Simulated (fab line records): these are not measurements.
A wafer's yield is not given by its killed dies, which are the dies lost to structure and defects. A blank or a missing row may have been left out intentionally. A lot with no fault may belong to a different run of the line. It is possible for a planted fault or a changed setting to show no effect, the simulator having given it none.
fab line records | flow gf180mcu
record: lots: 7 | wafers: 21 | last_day: 34
route steps=602 shown HV_LDD@212
lots that met no fault: taken from a fault-free run of the same line
start_h: start of the lot's first displayed wafer, in hours after the record's first day | wait_h: hours from the lot's prior step to this one | " identical to the entry in the row above | L1.1+2: one row covering several wafers at once | - no value, or no start was given | * or withheld: withheld | < > ~ a bound
route shown NAME@n: NAME is a module with steps in the file, n the number in the route of the first one | usual: mean/standard deviation taken from wafers without a fault | same: alike in all rows | chamber/n: place in a boat | sites: per-site readings | _std_site: standard deviation of those values | _edge_site: inner sites' mean taken away from outer sites' mean | radius_mm: how far each site lies from the wafer's centre | mask NAME#n: copy n | behind: the tool/chamber that last shaped the wafer | hold: what put the lot on hold/how long, in hours/how the hold closed | device: whichever transistor did not switch (one of n, p or np) | end of line: the route-end tests of the same wafers | step lacking rows: just its recipe | killed: dies that structure and defects cost at the first sort, which is not the same as the wafer's yield | map: per-die view of a wafer (x killed, . not killed, _ where there is no die)
set.NAME: the setting as run; set.NAME@STEP: as run at that earlier step | model.NAME: the simulator's own value behind a step, which no gauge read
certain route steps with their lots: each step a table, each wafer a row
services: when a tool's chamber went out of use (start_h, in hours from the record's first day, below 0 if earlier), for how many hours, and the reason
== steps ==
step: GF_HV_LDD_IMPLANT_36
recipe: species: P | energy_kev: 60 | dose_cm2: 7.5e+12 | tilt_deg: 30 | rotation_deg: 270
step: GF_HV_LDD_STRIP_37
recipe: chemistry: O2/N2 | power_w: 1400 | pressure_mtorr: 1500 | platen_temp_c: 250 | o2_flow_sccm: 3000 | n2_flow_sccm: 300 | overash_fraction: 0.5
usual: drypump_motor_current_A: 5.4/0.46 | heater_power_w: 320/37 | oes_product_au: 0.716/0.0047 | strip_time_to_endpoint_s: 12.64/0.038
same: overash_fraction: 0.5
lot.wafer | tool            | chamber | start_h | wait_h | drypump_motor_current_A | heater_power_w | oes_product_au | rf_hours_counter_h | strip_time_to_endpoint_s
L132.1    | plasma_asher-02 | 1       | 287.66  | 0.1    | 5.7                     | 259            | 0.717          | 18                 | 12.66
L132.5    | "               | 1       | "       | "      | 5.7                     | 266            | 0.713          | -                  | 12.70
L132.6    | "               | 0       | "       | "      | 4.9                     | 311            | 0.713          | -                  | 12.64
L135.1    | plasma_asher-04 | 1       | 315.66  | 0.1    | 5.4                     | 345            | 0.722          | 69                 | 12.59
L135.5    | "               | 1       | "       | "      | 5.4                     | 330            | 0.713          | -                  | 12.61
L135.6    | "               | 0       | "       | "      | 4.9                     | 390            | 0.718          | -                  | 12.60
L139.4    | plasma_asher-01 | 1       | 344.63  | 0.1    | 6.2                     | 320            | 0.713          | -                  | 12.56
L139.5    | "               | 1       | "       | "      | 6.2                     | 306            | 0.719          | -                  | 12.56
L139.6    | "               | 0       | "       | "      | 5.5                     | 316            | 0.723          | -                  | 12.59
L140.2    | plasma_asher-04 | 1       | 352.91  | 0.1    | 5.4                     | 333            | 0.699          | 73                 | 12.73
L140.4    | "               | 1       | "       | "      | 5.4                     | 334            | 0.720          | -                  | 12.64
L140.5    | "               | 0       | "       | "      | 5.0                     | 384            | 0.710          | -                  | 12.68
L141.1    | plasma_asher-02 | 1       | 359.90  | 0.1    | 5.7                     | 262            | 0.712          | 25                 | 12.61
L141.2    | "               | 0       | "       | "      | 4.9                     | 315            | 0.711          | 25                 | 12.60
L141.4    | "               | 0       | "       | "      | 4.9                     | 301            | 0.714          | -                  | 12.61
L147.1    | plasma_asher-01 | 1       | 414.50  | 0.1    | 6.2                     | 312            | 0.721          | 76                 | 12.60
L147.2    | "               | 0       | "       | "      | 5.5                     | 319            | 0.715          | 76                 | 12.55
L147.4    | "               | 1       | "       | "      | 6.2                     | 304            | 0.717          | -                  | 12.58
L148.2    | plasma_asher-02 | 0       | 421.90  | 0.1    | 4.8                     | 314            | 0.718          | 32                 | 12.66
L148.4    | "               | 0       | "       | "      | 4.9                     | 307            | 0.715          | -                  | 12.70
L148.6    | "               | 1       | "       | "      | 5.7                     | 265            | 0.720          | -                  | 12.70
step: GF_HV_LDD_TW_MEAS_38
usual: HV_LDD_3_TW: 1451/13
lot.wafer | tool          | chamber | start_h | wait_h | HV_LDD_3_TW
L132.1    | film_metro-01 | -       | 287.76  | 0.1    | 1449
L132.5    | "             | -       | "       | "      | 1439
L132.6    | "             | -       | "       | "      | 1438
L135.1    | film_metro-02 | -       | 315.76  | 0.1    | 1454
L135.5    | "             | -       | "       | "      | 1457
L135.6    | "             | -       | "       | "      | 1462
L139.4    | film_metro-03 | -       | 344.73  | 0.1    | 1449
L139.5    | "             | -       | "       | "      | 1455
L139.6    | "             | -       | "       | "      | 1456
L140.2    | film_metro-01 | -       | 353.02  | 0.1    | 1438
L140.4    | "             | -       | "       | "      | 1436
L140.5    | "             | -       | "       | "      | 1434
L141.1    | film_metro-01 | -       | 360.00  | 0.1    | 1437
L141.2    | "             | -       | "       | "      | 1441
L141.4    | "             | -       | "       | "      | 1437
L147.1    | film_metro-01 | -       | 414.60  | 0.1    | 1448
L147.2    | "             | -       | "       | "      | 1438
L147.4    | "             | -       | "       | "      | 1442
L148.2    | film_metro-02 | -       | 422.01  | 0.1    | 1477
L148.4    | "             | -       | "       | "      | 1469
L148.6    | "             | -       | "       | "      | 1480
step: GF_HV_LDD_DEHYDRATE_39
recipe: temp_c: 200 | time_s: 60
step: GF_HV_LDD_HMDS_40
recipe: prime_time_s: 60 | prime_temp_c: 120
step: GF_HV_LDD_COAT_41
recipe: resist: NOVOLAK | spin_rpm: 3000 | resist_thk_nm: 1000
step: GF_HV_LDD_SOFTBAKE_42
recipe: temp_c: 90 | time_s: 60 | resist: NOVOLAK
step: GF_HV_LDD_EXPOSE_43
recipe: mask_id: Pplus_HV_AREA | target_cd_nm: 400 | na: 0.6 | source_shape: conventional | sigma_outer: 0.6 | dose_mj: 140
step: GF_HV_LDD_PEB_44
recipe: temp_c: withheld | time_s: * | resist: NOVOLAK
step: GF_HV_LDD_DEVELOP_45
recipe: develop_time_s: 60 | dev_temp_c: 23
step: GF_HV_LDD_CD_MEAS_46
recipe: target_cd_nm: 400
usual: cd_nm: 400.7/2
lot.wafer | tool      | chamber | start_h | wait_h | cd_nm
L132.1    | cd_sem-02 | -       | 307.20  | 0.1    | 402.7
L132.5    | "         | -       | "       | "      | 402.0
L132.6    | "         | -       | "       | "      | 401.3
L135.1    | cd_sem-02 | -       | 336.84  | 0.1    | 399.7
L135.5    | "         | -       | "       | "      | 400.5
L135.6    | "         | -       | "       | "      | 399.4
L139.4    | cd_sem-02 | -       | 365.61  | 0.1    | 396.3
L139.5    | "         | -       | "       | "      | 399.1
L139.6    | "         | -       | "       | "      | 397.2
L140.2    | cd_sem-02 | -       | 374.22  | 0.1    | 400.3
L140.4    | "         | -       | "       | "      | 399.3
L140.5    | "         | -       | "       | "      | 402.8
L141.1    | cd_sem-01 | -       | 382.19  | 0.1    | 400.0
L141.2    | "         | -       | "       | "      | 401.7
L141.4    | "         | -       | "       | "      | 397.8
L147.1    | cd_sem-01 | -       | 438.75  | 0.1    | 402.3
L147.2    | "         | -       | "       | "      | 400.6
L147.4    | "         | -       | "       | "      | 401.7
L148.2    | cd_sem-01 | -       | 445.86  | 0.1    | 398.4
L148.4    | "         | -       | "       | "      | 394.7
L148.6    | "         | -       | "       | "      | 396.1
step: GF_HV_LDD_OVL_MEAS_47
usual: HV_LDD_03_OVL: 0.3/1.5
lot.wafer | tool       | chamber | start_h | wait_h | HV_LDD_03_OVL[nm]
L132.1    | overlay-02 | -       | 307.32  | 0.1    | -0.3
L132.5    | "          | -       | "       | "      | -1.6
L132.6    | "          | -       | "       | "      | -1.1
L135.1    | overlay-01 | -       | 336.96  | 0.1    | 0.4
L135.5    | "          | -       | "       | "      | -2.1
L135.6    | "          | -       | "       | "      | 1.1
L139.4    | overlay-01 | -       | 365.69  | 0.1    | -0.5
L139.5    | "          | -       | "       | "      | -0.7
L139.6    | "          | -       | "       | "      | 0.1
L140.2    | overlay-01 | -       | 374.33  | 0.1    | 1.3
L140.4    | "          | -       | "       | "      | -1.3
L140.5    | "          | -       | "       | "      | 0.2
L141.1    | overlay-01 | -       | 382.31  | 0.1    | 2.3
L141.2    | "          | -       | "       | "      | 0.9
L141.4    | "          | -       | "       | "      | 2.3
L147.1    | overlay-01 | -       | 438.87  | 0.1    | 1.3
L147.2    | "          | -       | "       | "      | 1.5
L147.4    | "          | -       | "       | "      | -0.3
L148.2    | overlay-02 | -       | 445.97  | 0.1    | 1.8
L148.4    | "          | -       | "       | "      | 0.2
L148.6    | "          | -       | "       | "      | 0.6
step: GF_HV_LDD_IMPLANT_48
recipe: species: B | energy_kev: 25 | dose_cm2: 3e+13 | tilt_deg: 7
usual: beam_energy_keV: 25.001/0.0076 | beam_on_s: 10.01/0.21
lot.wafer | tool         | chamber | start_h | wait_h | beam_energy_keV | beam_on_s
L132.1    | implanter-02 | 0       | 307.35  | 0.0    | 24.999          | 9.89
L132.5    | "            | 0       | "       | "      | 24.990          | 9.96
L132.6    | "            | 0       | "       | "      | 24.987          | 9.73
L135.1    | implanter-03 | 0       | 337.00  | 0.0    | 24.991          | 9.87
L135.5    | "            | 0       | "       | "      | 25.003          | 10.03
L135.6    | "            | 0       | "       | "      | 25.006          | 10.21
L139.4    | implanter-03 | -       | 365.78  | 0.1    | -               | -
L139.5    | "            | -       | "       | "      | -               | -
L139.6    | "            | -       | "       | "      | -               | -
L140.2    | implanter-03 | -       | 374.38  | 0.0    | -               | -
L140.4    | "            | -       | "       | "      | -               | -
L140.5    | "            | -       | "       | "      | -               | -
L141.1    | implanter-03 | -       | 382.35  | 0.0    | -               | -
L141.2    | "            | -       | "       | "      | -               | -
L141.4    | "            | -       | "       | "      | -               | -
L147.1    | implanter-01 | 0       | 438.90  | 0.0    | 24.993          | 10.11
L147.2    | "            | 0       | "       | "      | 24.990          | 10.13
L147.4    | "            | 0       | "       | "      | 24.990          | 9.85
L148.2    | implanter-03 | 0       | 446.02  | 0.0    | 24.990          | 9.79
L148.4    | "            | 0       | "       | "      | 25.002          | 10.11
L148.6    | "            | 0       | "       | "      | 25.002          | 10.05
step: GF_HV_LDD_STRIP_49
recipe: chemistry: O2/N2 | power_w: 1400 | pressure_mtorr: 1500 | platen_temp_c: 250 | o2_flow_sccm: 3000 | n2_flow_sccm: 300 | overash_fraction: 0.5
usual: drypump_motor_current_A: 5.5/0.47 | heater_power_w: 320/32 | oes_product_au: 0.716/0.0046 | strip_time_to_endpoint_s: 12.63/0.036
same: overash_fraction: 0.5
lot.wafer | tool            | chamber | start_h | wait_h | drypump_motor_current_A | heater_power_w | oes_product_au | rf_hours_counter_h | strip_time_to_endpoint_s
L132.1    | plasma_asher-02 | 1       | 307.50  | 0.1    | 5.7                     | 258            | 0.715          | 20                 | 12.63
L132.5    | "               | 1       | "       | "      | 5.7                     | 256            | 0.720          | -                  | 12.63
L132.6    | "               | 0       | "       | "      | 4.9                     | 310            | 0.718          | -                  | 12.66
L135.1    | plasma_asher-04 | 1       | 337.15  | 0.1    | 5.4                     | 329            | 0.715          | 71                 | 12.57
L135.5    | "               | 0       | "       | "      | 4.9                     | 389            | 0.710          | -                  | 12.57
L135.6    | "               | 1       | "       | "      | 5.4                     | 336            | 0.719          | -                  | 12.58
L139.4    | plasma_asher-01 | 0       | 365.89  | 0.1    | 5.5                     | 319            | 0.720          | -                  | 12.58
L139.5    | "               | 1       | "       | "      | 6.2                     | 316            | 0.725          | -                  | 12.57
L139.6    | "               | 0       | "       | "      | 5.5                     | 328            | 0.713          | -                  | 12.57
L140.2    | plasma_asher-01 | 1       | 374.51  | 0.1    | 6.2                     | 321            | 0.719          | 72                 | 12.63
L140.4    | "               | 0       | "       | "      | 5.5                     | 328            | 0.714          | -                  | 12.59
L140.5    | "               | 1       | "       | "      | 6.2                     | 312            | 0.715          | -                  | 12.63
L141.1    | plasma_asher-01 | 1       | 382.50  | 0.1    | 6.2                     | 310            | 0.718          | 73                 | 12.64
L141.2    | "               | 0       | "       | "      | 5.5                     | 326            | 0.717          | 73                 | 12.61
L141.4    | "               | 0       | "       | "      | 5.5                     | 324            | 0.707          | -                  | 12.64
L147.1    | plasma_asher-01 | 0       | 439.05  | 0.1    | 5.5                     | 314            | 0.719          | 79                 | 12.63
L147.2    | "               | 1       | "       | "      | 6.3                     | 312            | 0.715          | 79                 | 12.64
L147.4    | "               | 1       | "       | "      | 6.2                     | 309            | 0.715          | -                  | 12.63
L148.2    | plasma_asher-04 | 1       | 446.15  | 0.1    | 5.4                     | 327            | 0.715          | 2                  | 12.64
L148.4    | "               | 1       | "       | "      | 5.4                     | 340            | 0.716          | -                  | 12.66
L148.6    | "               | 1       | "       | "      | 5.4                     | 320            | 0.716          | -                  | 12.66
step: GF_HV_LDD_TW_MEAS_50
usual: HV_LDD_4_TW: 575/5.1
lot.wafer | tool          | chamber | start_h | wait_h | HV_LDD_4_TW
L132.1    | film_metro-01 | -       | 307.60  | 0.1    | 572
L132.5    | "             | -       | "       | "      | 570
L132.6    | "             | -       | "       | "      | 572
L135.1    | film_metro-01 | -       | 337.25  | 0.1    | 568
L135.5    | "             | -       | "       | "      | 573
L135.6    | "             | -       | "       | "      | 570
L139.4    | film_metro-01 | -       | 365.99  | 0.1    | 30
L139.5    | "             | -       | "       | "      | 30
L139.6    | "             | -       | "       | "      | 30
L140.2    | film_metro-03 | -       | 374.62  | 0.1    | 30
L140.4    | "             | -       | "       | "      | 30
L140.5    | "             | -       | "       | "      | 30
L141.1    | film_metro-02 | -       | 382.60  | 0.1    | 31
L141.2    | "             | -       | "       | "      | 30
L141.4    | "             | -       | "       | "      | 31
L147.1    | film_metro-01 | -       | 439.15  | 0.1    | 571
L147.2    | "             | -       | "       | "      | 571
L147.4    | "             | -       | "       | "      | 572
L148.2    | film_metro-03 | -       | 446.26  | 0.1    | 572
L148.4    | "             | -       | "       | "      | 573
L148.6    | "             | -       | "       | "      | 572
step: GF_HV_LDD_CLEAN_51
recipe: chemistry: SC1/SC2 | mix: 1:4:20 | temp_c: 70 | time_s: 150 | dry: n2_spin
== services ==
tool            | chamber | start_h | hours | kind
implanter-01    | -       | 324.89  | 0.6   | repair
implanter-01    | -       | 336.98  | 1.7   | pm
implanter-02    | -       | 351.26  | 1.0   | repair
plasma_asher-01 | -       | 366.53  | 0.6   | repair
implanter-01    | -       | 376.81  | 5.1   | repair
implanter-01    | -       | 379.12  | 3.3   | repair
implanter-02    | -       | 381.65  | 5.7   | repair
implanter-02    | -       | 398.74  | 2.0   | repair
plasma_asher-04 | -       | 421.25  | 9.0   | pm
plasma_asher-04 | 0       | 421.25  | 9.0   | vent_cycle
plasma_asher-04 | 1       | 421.25  | 9.0   | vent_cycle
plasma_asher-04 | 0       | 430.25  | -     | clean
plasma_asher-04 | 1       | 430.25  | -     | clean
implanter-01    | -       | 440.01  | 4.9   | repair
== key ==
first_sign: step: GF_HV_LDD_IMPLANT_48 | reading: tool_record | direction: missing
effect: step: GF_HV_LDD_TW_MEAS_50 | reading: HV_LDD_4_TW | direction: down | sigmas: 99+ | usual: 575 | struck: 30
met_at GF_HV_LDD_IMPLANT_48
struck_wafers L139.4,L139.5,L139.6,L140.2,L140.4,L140.5,L141.1,L141.2,L141.4
later_rows_left_out L139.4,L139.5,L139.6,L140.2,L140.4,L140.5,L141.1,L141.2,L141.4
sort_left_out L139.4,L139.5,L139.6,L140.2,L140.4,L140.5,L141.1,L141.2,L141.4
tester_left_out L139,L140,L141
onset_between 337.00 365.78
fault: kind: skipped_step_whole | tool: implanter-03 | chamber: - | onset_h: 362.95 | steps: GF_HV_LDD_IMPLANT_48 | scope: struck_lots_only
tester_left_out: of these lots the tester's yield and bins aren't shown, on N5 and GAA mostly nor the transistor test; their killed dies are dies lost to structure and defects alone, not to doping, threshold or leakage, so they don't give the yield
sort_left_out: the simulated sort isn't trusted on such a fault, so these wafers' sort isn't shown, and their yield isn't known
later_rows_left_out: the simulator's readings of these wafers behind a module that went badly wrong aren't trusted and aren't shown, but for the sort
